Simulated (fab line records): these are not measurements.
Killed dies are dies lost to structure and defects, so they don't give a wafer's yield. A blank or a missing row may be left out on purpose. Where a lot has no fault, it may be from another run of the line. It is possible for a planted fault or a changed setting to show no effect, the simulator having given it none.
fab line records + flow sky130
[record]
- lots = 4
- wafers = 12
- last_day = 49
route steps=708 shown GATE_OXIDE@192 POLY_GATE@204 RES_PROTECT@207 PAD_OPEN@708
lots untouched by any fault: they come from a run of this same line in which no faults occurred
start_h: hours from the record's first day to the start of the lot's first wafer shown + wait_h: time in hours since the lot's previous step + " identical to the entry in the row above + L1.1+2: several wafers, shown together as one row + - no value, or no start given + * or withheld: withheld + < > ~ a bound
route shown NAME@n: NAME is a module with steps in the file, n the number in the route of the first one + usual: mean/standard deviation taken from wafers without a fault + same: alike in all rows + chamber/n: place in a boat + sites: per-site readings + _std_site: standard deviation of those values + _edge_site: mean of outer sites minus mean of inner sites + radius_mm: for every site, how far away it sits from the centre of the wafer + mask NAME#n: copy n + behind: the tool/chamber that last shaped the wafer + hold: why the lot was held/for how many hours/how that ended + device: which transistor (n, p or np) failed to switch + end of line: the same wafers' tests at the end of the route + step lacking rows: just its recipe + killed: not the wafer's yield, but the dies lost to structure and defects at the first sort + map: the dies of a wafer, with x for killed, . for not killed, _ for no die there
set.NAME: the setting the step ran with; set.NAME@STEP: the setting that earlier step ran with + model.NAME: the simulator's own value behind a step, which no gauge read
lots seen at some steps along the route; tables by step, rows by wafer
services: from which hour (start_h, from the record's first day; less than 0 if before it) a tool's chamber was out of use, for how many hours, and why
[[steps]]
[step SKY_GATE_OXIDE_COAT_05]
[recipe]
- resist = NOVOLAK
- spin_rpm = 3000
- resist_thk_nm = 1140
[step SKY_GATE_OXIDE_SOFTBAKE_06]
[recipe]
- temp_c = 90
- time_s = 60
- resist = NOVOLAK
[step SKY_GATE_OXIDE_EXPOSE_07]
[recipe]
- mask_id = LVOM
- na = 0.6
- source_shape = conventional
- sigma_outer = 0.6
- polarization = unpolarized
- target_cd_nm = 600
- dose_mj = 170
[step SKY_GATE_OXIDE_PEB_08]
[recipe]
- temp_c = withheld
- time_s = *
- resist = NOVOLAK
[step SKY_GATE_OXIDE_DEVELOP_09]
[recipe]
- resist = NOVOLAK
- developer = TMAH
- develop_time_s = 60
- dev_temp_c = 23
[step SKY_GATE_OXIDE_IMPLANT_11]
[recipe]
- species = B
- energy_kev = 10
- dose_cm2 = 2.6e+12
- tilt_deg = withheld
[step SKY_GATE_OXIDE_WET_ETCH_12]
[recipe]
- chemistry = dHF
- target_depth_nm = 16.8
- dry = n2_spin
- target = SiO2
- dilution = 100:1
- temp_c = 25
- time_s = 336
[step SKY_GATE_OXIDE_STRIP_13]
[recipe]
- chemistry = O2/N2
- power_w = 1400
- pressure_mtorr = 1500
- platen_temp_c = withheld
- o2_flow_sccm = 3000
- n2_flow_sccm = 300
- overash_fraction = 0.5
[step SKY_GATE_OXIDE_CLEAN_15]
[recipe]
- chemistry = SC1/SC2
- mix = 1:4:20
- temp_c = 70
- time_s = 150
- dry = n2_spin
[step SKY_GATE_OXIDE_OXIDATION_16]
[recipe]
- temp_c = 800
- ambient = O2
- idle_temp_c = 700
- ramp_up_c_per_min = 10
- ramp_down_c_per_min = 3
- stabilise_s = 600
- purge_s = 300
- target_thk_a = 35.7
- ox_time_s = 1915
[step SKY_POLY_GATE_CVD_00]
[recipe]
- material = poly-Si
- target_thk_nm = 180
- temp_c = 620
- time_s = 720
- pressure_mtorr = 200
[usual]
- spike_tc_bottom_C = 640.9/1.4
- spike_tc_centre_C = 620.4/1
- spike_tc_lower_C = 621.1/1.4
- spike_tc_top_C = 635.6/1.6
- spike_tc_upper_C = 620.2/1.5
- susceptor_temp_C = 620.01/0.28
| lot.wafer | tool     | chamber | start_h | wait_h | spike_tc_bottom_C | spike_tc_centre_C | spike_tc_lower_C | spike_tc_top_C | spike_tc_upper_C | susceptor_temp_C | model.poly-Si_of_POLY_GATE_CVD_00.thk_nm |
|-----------|----------|---------|---------|--------|-------------------|-------------------|------------------|----------------|------------------|------------------|------------------------------------------|
| L710.1    | lpcvd-01 | 1       | 319.43  | 0.0    | 643.3             | 620.2             | 621.6            | 637.2          | 621.5            | 620.13           | 175.9                                    |
| L710.2    | "        | 1       | "       | "      | 641.3             | 620.0             | 621.2            | 636.9          | 622.1            | 619.96           | 176.7                                    |
| L710.4    | "        | 1       | "       | "      | 640.6             | 620.4             | 621.6            | 635.7          | 620.3            | 620.21           | 174                                      |
| L712.2    | lpcvd-01 | 1       | 334.41  | 0.0    | 640.6             | 619.6             | 621.6            | 635.1          | 621.1            | 620.16           | 180.2                                    |
| L712.3    | "        | 1       | "       | "      | 643.1             | 619.4             | 622.8            | 634.6          | 622.4            | 620.17           | 178.9                                    |
| L712.5    | "        | 1       | "       | "      | 642.7             | 619.9             | 622.4            | 636.2          | 621.4            | 620.42           | 179                                      |
| L729.1    | lpcvd-01 | 1       | 485.54  | 0.0    | 629.0             | 605.0             | 607.4            | 622.8          | 605.3            | 605.24           | 127.1                                    |
| L729.2    | "        | 1       | "       | "      | 625.2             | 605.8             | 608.7            | 623.3          | 605.5            | 604.91           | 127.1                                    |
| L729.3    | "        | 1       | "       | "      | 626.4             | 606.1             | 606.3            | 622.9          | 606.5            | 605.21           | 128                                      |
| L730.1    | lpcvd-01 | 0       | 487.07  | 0.0    | 623.7             | 607.3             | 604.1            | 621.5          | 605.9            | 605.26           | 129                                      |
| L730.2    | "        | 0       | "       | "      | 624.9             | 608.4             | 604.5            | 620.7          | 603.7            | 604.98           | 127                                      |
| L730.4    | "        | 0       | "       | "      | 624.8             | 605.3             | 606.1            | 620.8          | 602.6            | 605.10           | 128.5                                    |
[step SKY_POLY_GATE_THK_MEAS_01]
[recipe]
- reads = poly-Si_of_POLY_GATE_CVD_00
[usual]
- POLY_GATE_CVD_00_THK = 180.8/1.7
| lot.wafer | tool          | chamber | start_h | wait_h | hold                     | POLY_GATE_CVD_00_THK[nm] |
|-----------|---------------|---------|---------|--------|--------------------------|--------------------------|
| L710.1    | film_metro-04 | -       | 320.63  | 0.0    | -                        | 175.8                    |
| L710.2    | "             | -       | "       | "      | -                        | 176.6                    |
| L710.4    | "             | -       | "       | "      | -                        | 173.9                    |
| L712.2    | film_metro-04 | -       | 335.62  | 0.0    | -                        | 180.2                    |
| L712.3    | "             | -       | "       | "      | -                        | 178.9                    |
| L712.5    | "             | -       | "       | "      | -                        | 178.8                    |
| L729.1    | film_metro-03 | -       | 486.74  | 0.0    | await_dispo/0.2h/release | 127.1                    |
| L729.2    | "             | -       | "       | "      | await_dispo/0.2h/release | 127.0                    |
| L729.3    | "             | -       | "       | "      | await_dispo/0.2h/release | 127.9                    |
| L729.1    | film_metro-03 | -       | 487.06  | 0.3    | -                        | 127.1                    |
| L729.2    | "             | -       | "       | "      | -                        | 127.1                    |
| L729.3    | "             | -       | "       | "      | -                        | 127.9                    |
| L730.1    | film_metro-01 | -       | 488.27  | 0.0    | await_dispo/0.2h/release | 128.8                    |
| L730.2    | "             | -       | "       | "      | await_dispo/0.2h/release | 127.0                    |
| L730.4    | "             | -       | "       | "      | await_dispo/0.2h/release | 128.6                    |
| L730.1    | film_metro-01 | -       | 488.50  | 0.2    | -                        | 128.9                    |
| L730.2    | "             | -       | "       | "      | -                        | 126.9                    |
| L730.4    | "             | -       | "       | "      | -                        | 128.6                    |
[step SKY_RES_PROTECT_HMDS_01]
[recipe]
- prime_time_s = 60
- prime_temp_c = 120
[step SKY_RES_PROTECT_COAT_02]
[recipe]
- resist = NOVOLAK
- spin_rpm = 3000
- resist_thk_nm = 1140
[step SKY_RES_PROTECT_SOFTBAKE_03]
[recipe]
- temp_c = 90
- time_s = 60
- resist = NOVOLAK
[step SKY_RES_PROTECT_EXPOSE_04]
[recipe]
- mask_id = RPM
- na = 0.6
- source_shape = conventional
- sigma_outer = 0.6
- polarization = unpolarized
- target_cd_nm = 1270
- dose_mj = 131
[step SKY_RES_PROTECT_PEB_05]
[recipe]
- temp_c = withheld
- time_s = *
- resist = NOVOLAK
[step SKY_RES_PROTECT_DEVELOP_06]
[recipe]
- resist = NOVOLAK
- developer = TMAH
- develop_time_s = 60
- dev_temp_c = 23
[step SKY_POLY_GATE_IMPLANT_02]
[recipe]
- species = P
- energy_kev = 30
- dose_cm2 = 7.7e+15
- tilt_deg = 0
[step SKY_RES_PROTECT_STRIP_07]
[recipe]
- chemistry = O2/N2
- power_w = 1400
- pressure_mtorr = 1500
- platen_temp_c = withheld
- o2_flow_sccm = 3000
- n2_flow_sccm = 300
- overash_fraction = 0.5
[step SKY_RES_PROTECT_CLEAN_09]
[recipe]
- chemistry = SC1/SC2
- mix = 1:4:20
- temp_c = 70
- time_s = 150
- dry = n2_spin
| lot.wafer | tool         | chamber | start_h | wait_h | model.poly-Si_of_POLY_GATE_CVD_00.thk_nm |
|-----------|--------------|---------|---------|--------|------------------------------------------|
| L710.1    | wet_bench-02 | 3       | 346.14  | 0.1    | 175.3                                    |
| L710.2    | "            | 3       | "       | "      | 176                                      |
| L710.4    | "            | 3       | "       | "      | 173.4                                    |
| L712.2    | wet_bench-03 | 0       | 363.20  | 0.0    | 179.6                                    |
| L712.3    | "            | 0       | "       | "      | 178.2                                    |
| L712.5    | "            | 0       | "       | "      | 178.3                                    |
| L729.1+2  | wet_bench-02 | 1       | 517.52  | 0.1    | 126.5                                    |
| L729.3    | "            | 1       | "       | "      | 127.3                                    |
| L730.1    | wet_bench-04 | 3       | 519.05  | 0.1    | 128.3                                    |
| L730.2    | "            | 3       | "       | "      | 126.3                                    |
| L730.4    | "            | 3       | "       | "      | 127.9                                    |
[step SKY_POLY_GATE_CVD_03]
[recipe]
- material = Si3N4
- precursor = DCS/NH3
- target_thk_nm = 75
- temp_c = 770
- time_s = 1290
- pressure_mtorr = 250
[step SKY_POLY_GATE_DEHYDRATE_05]
[recipe]
- temp_c = 200
- time_s = 60
[step SKY_POLY_GATE_HMDS_06]
[recipe]
- prime_time_s = 60
- prime_temp_c = 120
[step SKY_POLY_GATE_COAT_07]
[recipe]
- resist = BARC
- temp_c = withheld
- time_s = withheld
- spin_rpm = 3000
- resist_thk_nm = 110
[step SKY_POLY_GATE_COAT_08]
[recipe]
- resist = KrF-thick
- spin_rpm = 3000
- resist_thk_nm = 450
[step SKY_POLY_GATE_SOFTBAKE_09]
[recipe]
- temp_c = 100
- time_s = 90
- resist = KrF-thick
[step SKY_POLY_GATE_EXPOSE_10]
[recipe]
- mask_id = P1M
- na = 0.68
- source_shape = conventional
- sigma_outer = 0.6
- target_cd_nm = 150
- dose_mj = 28
[step SKY_POLY_GATE_PEB_11]
[recipe]
- peb_temp_c = withheld
- peb_time_s = withheld
- resist = KrF-thick
[step SKY_POLY_GATE_DEVELOP_12]
[recipe]
- develop_time_s = 60
- resist = KrF-thick
- dev_temp_c = 21
[step SKY_POLY_GATE_ETCH_15]
[recipe]
- chemistry = N2/H2
- target = BARC
- ion_energy_ev = 200
- source_w = 500
- bias_w = 100
- pressure_mtorr = 30
- n2_flow_sccm = 100
- h2_flow_sccm = 200
- stop_on = SiO2
- time_s = 118.5
- target_depth_a = 1100
[step SKY_POLY_GATE_ETCH_16]
[recipe]
- stop_on = poly-Si
- chemistry = CH3F/O2
- target = Si3N4
- source_w = 400
- bias_w = 80
- pressure_mtorr = 25
- ch3f_flow_sccm = 40
- O2_flow_sccm = 30
- time_s = 147.5
- target_depth_a = 750
[step SKY_POLY_GATE_ETCH_17]
[recipe]
- target_depth_nm = 180
- stop_on = SiO2
- over_etch_frac = 0.56667
- chemistry = HBr/Cl2
- target = poly-Si
- icp_w = 400
- bias_w = 100
- pressure_mtorr = 10
- HBr_flow_sccm = 150
- Cl2_flow_sccm = 50
- time_s = 70.5
[usual]
- drypump_motor_current_A = 5.6/0.45
- he_backside_leak_sccm = 2.6/0.32
- oes_product_au = 0.989/0.007
- rf_fwd_power_W = 396.9/1.6
- throttle_valve_pct = 33.685/0.0093
| lot.wafer | tool      | chamber | start_h | wait_h | drypump_motor_current_A | he_backside_leak_sccm | oes_product_au | rf_fwd_power_W | rf_hours_counter_h | throttle_valve_pct | model.POLY_GATE.feature_depth_nm | model.etch.depth_nm |
|-----------|-----------|---------|---------|--------|-------------------------|-----------------------|----------------|----------------|--------------------|--------------------|----------------------------------|---------------------|
| L710.1    | rie_si-01 | 2       | 377.76  | 0.0    | 6.1                     | 3.0                   | 0.976          | 397.1          | 22                 | 33.682             | 175.3                            | 175.3               |
| L710.2    | "         | 0       | "       | "      | 5.1                     | 2.6                   | 0.982          | 396.5          | 6                  | 33.672             | 176                              | 176                 |
| L710.4    | "         | 1       | "       | "      | 5.0                     | 5.2                   | 0.968          | 398.8          | 56                 | 33.684             | 173.4                            | 173.4               |
| L712.2    | rie_si-01 | 1       | 394.69  | 0.0    | 5.0                     | 2.8                   | 0.992          | 398.3          | 56                 | 33.697             | 179.6                            | 179.6               |
| L712.3    | "         | 3       | "       | "      | 5.5                     | 2.7                   | 0.971          | 399.9          | 75                 | 33.694             | 178.2                            | 178.2               |
| L712.5    | "         | 2       | "       | "      | 6.1                     | 3.0                   | 0.977          | 398.0          | -                  | 33.682             | 178.3                            | 178.3               |
| L729.1    | rie_si-02 | 3       | 549.41  | 0.0    | 6.3                     | 2.4                   | 0.776          | 395.1          | 3                  | 33.689             | 126.5                            | 126.5               |
| L729.2    | "         | 2       | "       | "      | 5.4                     | 2.6                   | 0.789          | 397.2          | 2                  | 33.680             | 126.5                            | 126.5               |
| L729.3    | "         | 1       | "       | "      | 5.2                     | 2.3                   | 0.789          | 396.7          | 1                  | 33.691             | 127.3                            | 127.3               |
| L730.1    | rie_si-01 | 3       | 550.85  | 0.0    | 5.5                     | 2.7                   | 0.780          | 400.9          | 0                  | 33.692             | 128.3                            | 128.3               |
| L730.2    | "         | 2       | "       | "      | 6.1                     | 2.8                   | 0.783          | 397.7          | 23                 | 33.689             | 126.3                            | 126.3               |
| L730.4    | "         | 0       | "       | "      | 5.1                     | 2.4                   | 0.786          | 398.8          | 7                  | 33.693             | 127.9                            | 127.9               |
[step SKY_POLY_GATE_STRIP_18]
[recipe]
- chemistry = O2/N2
- power_w = 1400
- pressure_mtorr = 1500
- platen_temp_c = withheld
- o2_flow_sccm = 3000
- n2_flow_sccm = 300
- overash_fraction = 0.5
[step SKY_PAD_OPEN_PROBE_99]
[usual]
- killed_at_M0_to_M3 = 43/6.8
- killed_at_M4_up = 3.2/1.8
- killed_at_contacts = 24/5.2
- killed_at_front_end = 15/4.2
- killed_dies = 85/8.7
- killed_open = 46/6.7
- killed_short = 39/5.9
[same]
- gross_dies = 492
- killed_at_back_side = 0
- killed_at_other = 0
| lot.wafer | tool      | chamber | start_h | wait_h | killed_at_M0_to_M3 | killed_at_M4_up | killed_at_contacts | killed_at_front_end | killed_dies | killed_open | killed_short | model.etest.res_high_po.line_ohm_um | model.etest.res_poly.line_ohm_um | model.etest.tip_sonos.rs_ohm_sq | model.etest.res_high_po.rs_ohm_sq | model.etest.res_poly.rs_ohm_sq | model.etest.cap_li_to_poly.c_af_um2 | model.etest.tip_n.rs_ohm_sq | model.etest.res_poly.rs_ohm_sq_range |
|-----------|-----------|---------|---------|--------|--------------------|-----------------|--------------------|---------------------|-------------|-------------|--------------|-------------------------------------|----------------------------------|---------------------------------|-----------------------------------|--------------------------------|-------------------------------------|-----------------------------|--------------------------------------|
| L710.1    | prober-02 | -       | 1078.96 | 0.1    | 58                 | 4               | 20                 | 7                   | 89          | 52          | 37           | 738.9                               | 516.2                            | 2692                            | 260.9                             | 48.47                          | 98.42                               | 449.1                       | 0.9655                               |
| L710.2    | prober-02 | -       | 1079.01 | 0.1    | 38                 | 0               | 30                 | 12                  | 80          | 37          | 43           | 755.8                               | 536.5                            | 2574                            | 263.7                             | 48.97                          | 97.17                               | 448.4                       | 1.368                                |
| L710.4    | prober-02 | -       | 1079.11 | 0.2    | 30                 | 1               | 25                 | 17                  | 73          | 38          | 35           | 775.9                               | 554.5                            | 2611                            | 273.1                             | 50.27                          | 94.03                               | 446.5                       | 1.403                                |
| L712.2    | prober-01 | -       | 1093.04 | 0.1    | 39                 | 2               | 20                 | 11                  | 72          | 41          | 31           | 729.7                               | 507.8                            | 2758                            | 259.6                             | 48.03                          | 100.5                               | 440                         | 1.783                                |
| L712.3    | prober-01 | -       | 1093.09 | 0.2    | 44                 | 4               | 23                 | 20                  | 91          | 49          | 42           | 764.3                               | 498.6                            | 2793                            | 266.8                             | 48.62                          | 99.43                               | 439.9                       | 1.285                                |
| L712.5    | prober-01 | -       | 1093.19 | 0.2    | 46                 | 3               | 28                 | 20                  | 97          | 48          | 49           | 756.6                               | 506.9                            | 2779                            | 264.4                             | 48.32                          | 99.46                               | 442.5                       | 1.615                                |
| L729.1    | prober-02 | -       | 1183.85 | 0.1    | 60                 | 4               | 20                 | 10                  | 94          | 54          | 40           | 1039                                | 740.3                            | 2506                            | 359.1                             | 68.6                           | 86                                  | 437.3                       | 2.027                                |
| L729.2    | prober-02 | -       | 1183.90 | 0.1    | 51                 | 4               | 28                 | 16                  | 99          | 56          | 43           | 1021                                | 746.2                            | 2533                            | 357.1                             | 68.29                          | 85.25                               | 441.7                       | 1.749                                |
| L729.3    | prober-02 | -       | 1183.95 | 0.2    | 40                 | 6               | 26                 | 15                  | 87          | 49          | 37           | 1007                                | 746.1                            | 2552                            | 349.8                             | 67.29                          | 84.18                               | 439                         | 0.8806                               |
| L730.1    | prober-01 | -       | 1187.36 | 0.1    | 35                 | 3               | 21                 | 17                  | 76          | 44          | 32           | 976                                 | 690.6                            | 2521                            | 341.6                             | 66.02                          | 87.28                               | 427.4                       | 2.135                                |
| L730.2    | prober-01 | -       | 1187.41 | 0.1    | 46                 | 4               | 23                 | 9                   | 82          | 45          | 37           | 989.2                               | 695.3                            | 2474                            | 352.2                             | 67.61                          | 85.24                               | 430.8                       | 3.521                                |
| L730.4    | prober-01 | -       | 1187.51 | 0.2    | 56                 | 3               | 23                 | 14                  | 96          | 46          | 49           | 987.7                               | 695.8                            | 2483                            | 348.7                             | 66.9                           | 86.08                               | 429.2                       | 2.583                                |
// killed by level:class
L710.1 VIA1:geometric_particle:open=13 CONTACT:geometric_particle:open=8 METAL2:geometric_particle:short=8 VIA3:geometric_particle:open=8 VIA1:geometric_particle:short=7 VIA2:geometric_particle:open=6 VIA3:geometric_particle:short=5 LI_CONTACT:geometric_particle:open=4
L710.2 CONTACT:geometric_particle:open=10 CONTACT:geometric_particle:short=9 VIA1:geometric_particle:open=9 VIA1:geometric_particle:short=7 METAL2:geometric_particle:short=5 LOCAL_INTERCONNECT:geometric_particle:short=4 POLY_GATE:geometric_particle:open=4 VIA2:geometric_particle:short=4
L710.4 CONTACT:geometric_particle:open=11 VIA1:geometric_particle:open=7 FIELD_ISO:geometric_particle:open=6 LI_CONTACT:geometric_particle:open=6 VIA1:geometric_particle:short=5 METAL1:geometric_particle:short=4 VIA3:geometric_particle:open=4 FIELD_ISO:geometric_particle:short=3
L712.2 VIA2:geometric_particle:open=9 VIA1:geometric_particle:open=8 LOCAL_INTERCONNECT:geometric_particle:short=6 CONTACT:geometric_particle:open=6 METAL2:geometric_particle:short=6 FIELD_ISO:geometric_particle:open=5 VIA3:geometric_particle:open=5 LI_CONTACT:geometric_particle:open=4
L712.3 CONTACT:geometric_particle:open=15 VIA1:geometric_particle:open=9 POLY_GATE:geometric_particle:short=8 VIA3:geometric_particle:open=7 FIELD_ISO:geometric_particle:short=6 METAL2:geometric_particle:short=6 VIA2:geometric_particle:open=5 METAL3:geometric_particle:short=4
L712.5 VIA1:geometric_particle:open=14 POLY_GATE:geometric_particle:open=8 LOCAL_INTERCONNECT:geometric_particle:short=6 CONTACT:geometric_particle:open=6 VIA2:geometric_particle:open=6 VIA3:geometric_particle:short=6 LI_CONTACT:geometric_particle:open=5 CONTACT:geometric_particle:short=5
L729.1 VIA1:geometric_particle:open=14 METAL1:geometric_particle:short=10 CONTACT:geometric_particle:open=9 VIA3:geometric_particle:open=8 LI_CONTACT:geometric_particle:open=5 VIA1:geometric_particle:short=5 METAL2:geometric_particle:short=5 VIA2:geometric_particle:open=4
L729.2 VIA1:geometric_particle:open=13 CONTACT:geometric_particle:open=11 METAL2:geometric_particle:short=8 LI_CONTACT:geometric_particle:open=7 METAL3:geometric_particle:short=7 VIA3:geometric_particle:open=5 CONTACT:geometric_particle:short=5 VIA2:geometric_particle:open=5
L729.3 CONTACT:geometric_particle:open=13 VIA1:geometric_particle:open=7 VIA2:geometric_particle:open=6 METAL4:geometric_particle:short=6 LOCAL_INTERCONNECT:geometric_particle:short=5 METAL2:geometric_particle:short=5 VIA3:geometric_particle:open=5 FIELD_ISO:geometric_particle:short=4
L730.1 LI_CONTACT:geometric_particle:open=7 VIA1:geometric_particle:open=7 CONTACT:geometric_particle:open=6 FIELD_ISO:geometric_particle:short=5 POLY_GATE:geometric_particle:open=4 METAL1:geometric_particle:short=4 METAL2:geometric_particle:short=4 VIA2:geometric_particle:short=4
L730.2 VIA3:geometric_particle:open=12 VIA1:geometric_particle:open=10 METAL2:geometric_particle:short=7 LOCAL_INTERCONNECT:geometric_particle:short=6 FIELD_ISO:geometric_particle:short=5 LI_CONTACT:geometric_particle:open=5 CONTACT:geometric_particle:open=5 VIA1:geometric_particle:short=5
L730.4 VIA1:geometric_particle:open=11 VIA1:geometric_particle:short=8 LI_CONTACT:geometric_particle:open=7 VIA3:geometric_particle:short=7 CONTACT:geometric_particle:open=6 VIA2:geometric_particle:open=6 METAL2:geometric_particle:short=6 VIA3:geometric_particle:open=6
[[services]]
| tool         | chamber | start_h | hours | kind           |
|--------------|---------|---------|-------|----------------|
| rie_si-02    | 0       | 308.19  | -     | clean          |
| rie_si-02    | 0       | 308.19  | 18.9  | scheduled_down |
| rie_si-02    | 0       | 308.19  | 18.9  | vent_cycle     |
| rie_si-01    | -       | 321.47  | 4.3   | pm             |
| rie_si-02    | 2       | 327.09  | -     | clean          |
| rie_si-02    | 2       | 327.09  | 15.4  | scheduled_down |
| rie_si-02    | 2       | 327.09  | 15.4  | vent_cycle     |
| wet_bench-04 | -       | 381.29  | 0.7   | repair         |
| rie_si-02    | 1       | 383.63  | -     | clean          |
| rie_si-02    | 1       | 383.63  | 15.6  | scheduled_down |
| rie_si-02    | 1       | 383.63  | 15.6  | vent_cycle     |
| rie_si-02    | -       | 406.14  | 0.4   | repair         |
| rie_si-01    | 3       | 412.00  | -     | clean          |
| rie_si-01    | 3       | 412.00  | 23.1  | scheduled_down |
| rie_si-01    | 3       | 412.00  | 23.1  | vent_cycle     |
| wet_bench-03 | -       | 425.42  | 2.7   | repair         |
| rie_si-01    | 1       | 493.40  | -     | clean          |
| rie_si-01    | 1       | 493.40  | 24.9  | scheduled_down |
| rie_si-01    | 1       | 493.40  | 24.9  | vent_cycle     |
[[key]]
[first_sign]
- step = SKY_POLY_GATE_CVD_00
- reading = susceptor_temp_C
- direction = down
- sigmas = 54
- usual = *
- struck = *
[effect]
- step = SKY_POLY_GATE_CVD_00
- reading = spike_tc_centre_C
- direction = down
- sigmas = 14
- usual = 620.4
- struck = 606.3
[effect]
- step = SKY_POLY_GATE_THK_MEAS_01
- reading = visit
- direction = added
[effect]
- step = SKY_POLY_GATE_THK_MEAS_01
- reading = POLY_GATE_CVD_00_THK
- direction = down
- sigmas = 32
- usual = 180.8
- struck = 127.7
[effect]
- step = SKY_POLY_GATE_ETCH_17
- reading = oes_product_au
- direction = down
- sigmas = 29
- usual = 0.989
- struck = 0.784
[model_effect]
- step = SKY_POLY_GATE_CVD_00
- value = poly-Si_of_POLY_GATE_CVD_00.thk_nm
- without = 180.9
- struck = 127.8
[model_effect]
- step = SKY_RES_PROTECT_CLEAN_09
- value = poly-Si_of_POLY_GATE_CVD_00.thk_nm
- without = 180.3
- struck = 127.1
[model_effect]
- step = SKY_POLY_GATE_ETCH_17
- value = POLY_GATE.feature_depth_nm
- without = 179.2
- struck = 127.1
[model_effect]
- step = SKY_PAD_OPEN_PROBE_99
- value = etest.res_high_po.line_ohm_um
- without = 729.4
- struck = 1003
met_at SKY_POLY_GATE_CVD_00
struck_wafers L729.1,L729.2,L729.3,L730.1,L730.2,L730.4
tester_left_out L729,L730
onset_between 334.41 485.54
[fault]
- kind = process_parameter_drift
- tool = lpcvd-01
- chamber = -
- onset_h = 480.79
- steps = SKY_POLY_GATE_CVD_00
- channel = temp_c
- offset = *
- shape = step
- end_h = 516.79
- stated = *
// tester_left_out: of these lots the tester's yield and bins aren't shown, on N5 and GAA mostly nor the transistor test; their killed dies are dies lost to structure and defects alone, not to doping, threshold or leakage, so they don't give the yield
